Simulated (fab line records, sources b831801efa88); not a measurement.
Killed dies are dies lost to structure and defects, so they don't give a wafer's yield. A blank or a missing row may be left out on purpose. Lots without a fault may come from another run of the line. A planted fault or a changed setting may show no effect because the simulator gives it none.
One fault seen from 2 desks | flow gf180mcu | each desk has only its own numbers; what lay behind them comes last

THE TOOL OWNER'S DESK: implanter-02
The tool's own readings at GF_NWELL_IMPLANT_09: means of the sampled wafers that have a number, for each lot that ran on this tool. A lot is out of limits, marked OUT, if its mean lies more than 4 standard deviations from the usual mean; the brackets give that distance.
Columns: A = beam_energy_keV at GF_NWELL_IMPLANT_09, usual 160.01; B = beam_on_s at GF_NWELL_IMPLANT_09, usual 10.02 s
lot  | first seen here | A                        | B
L918 | day 3 17:50     | 160.01                   | 10.20
L919 | day 3 23:41     | 160.02                   | 9.76
L923 | day 4 23:00     | 174.74 (+99 or more) OUT | 10.03
L925 | day 5 10:11     | 174.80 (+99 or more) OUT | 9.86
This desk's finding: out of limits on L923, L925; first on L923, day 4 23:00 (beam_energy_keV at GF_NWELL_IMPLANT_09). In limits: L918, L919.

THE METROLOGY DESK
What the gauges read, lot by lot, whatever tool the lot ran on: means of the sampled wafers that have a number. A lot is out of limits, marked OUT, if its mean lies more than 4 standard deviations from the usual mean; the brackets give that distance.
Columns: A = DNWELL_TW at GF_DNWELL_TW_MEAS_09, usual 1346; B = NWELL_OVL at GF_NWELL_OVL_MEAS_07, usual 0.4 nm
lot  | first seen here | A    | B
L918 | day 3 04:55     | 1342 | 0.4
L919 | day 3 10:43     | 1347 | 1.9
L923 | day 4 08:08     | 1340 | 1.1
L925 | day 4 19:41     | 1355 | 1.0
L927 | day 5 05:47     | 1356 | 0.8
L931 | day 6 02:13     | 1351 | -0.6
This desk's finding: nothing out of limits on any of the 6 lots.

PUT TOGETHER
The tool owner's desk could have raised an alarm at day 4 23:00, on L923, L925.
The metrology desk saw nothing out of limits.
The metrology desk has L923, L925 on record, within its limits.
Of the lots named, all ran GF_NWELL_IMPLANT_09 on implanter-02.

WHAT THE SIMULATOR HAD PUT IN
Process parameter drift: implanter-02, from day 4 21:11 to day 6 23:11, at GF_NWELL_IMPLANT_09. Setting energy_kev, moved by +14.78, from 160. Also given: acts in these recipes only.
Lots struck among those shown: L923, L925.
Hours from the fault's start to each desk's first reading out of limits: the tool owner's desk, 2.
